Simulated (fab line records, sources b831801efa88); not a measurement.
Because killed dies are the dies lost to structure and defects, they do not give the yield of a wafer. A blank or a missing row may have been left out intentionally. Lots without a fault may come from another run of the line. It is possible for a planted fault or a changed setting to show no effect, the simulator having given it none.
Chamber matching | flow sky130 | 4 sister chambers for SKY_POLY_CUT_ETCH_10 on rie diel-03
The step etches BARC in N2/H2, stops on SiO2, time 45.9 s, target depth 60 nm. 8 wafers are shown with their chamber, then 10 later ones without.

== WAFERS, EACH WITH ITS CHAMBER ==
wafer  | chamber | drypump motor current A (A) | oes product au (a.u.)
L463.1 | 2       | 6.3                         | 0.857
L463.3 | 1       | 6.2                         | 0.851
L471.2 | 1       | 6.3                         | 0.852
L474.1 | 3       | 6.3                         | 0.853
L474.4 | 0       | 5.9                         | 0.854
L474.5 | 2       | 6.3                         | 0.851
L475.1 | 0       | 5.9                         | 0.855
L475.2 | 3       | 6.3                         | 0.858

== WAFERS WITHOUT THEIR CHAMBER ==
wafer  | drypump motor current A (A) | oes product au (a.u.)
L475.3 | 6.3                         | 0.864
L478.2 | 6.3                         | 0.851
L478.3 | 5.8                         | 0.857
L478.6 | 5.8                         | 0.855
L480.2 | 6.3                         | 0.857
L480.3 | 6.2                         | 0.861
L480.6 | 6.2                         | 0.851
L482.2 | 6.4                         | 0.849
L482.3 | 6.3                         | 0.857
L482.5 | 6.2                         | 0.858

== WHICH CHAMBER EACH ONE RAN IN ==
wafer  | from the rows above          | in truth
L475.3 | can't be placed: 3 or 2 or 1 | 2
L478.2 | can't be placed: 2 or 1 or 3 | 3
L478.3 | 0                            | 0
L478.6 | 0                            | 0
L480.2 | can't be placed: 3 or 2 or 1 | 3
L480.3 | can't be placed: 3 or 1 or 2 | 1
L480.6 | can't be placed: 1 or 2 or 3 | 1
L482.2 | can't be placed: 2 or 3 or 1 | 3
L482.3 | can't be placed: 3 or 2 or 1 | 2
L482.5 | can't be placed: 1 or 3 or 2 | 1
Placed correctly: 2 of 10. These rows do not allow placing 8 (true chamber among the candidates in 8). Wrongly placed: 0.
How it was worked out, from the rows above alone: a wafer's distance from a chamber is the root of the sum, over the readings, of the square of ((its reading less the chamber's mean) divided by the reading's scatter). If the next closest chamber is less than 2 further off than the closest, the wafer can't be placed; otherwise it belongs to the closest. The mean given for a chamber averages the wafers shown for that chamber. The scatter is the square root of a quotient: the sum, over the shown wafers, of each reading's squared deviation from its chamber's mean, divided by wafers minus chambers.
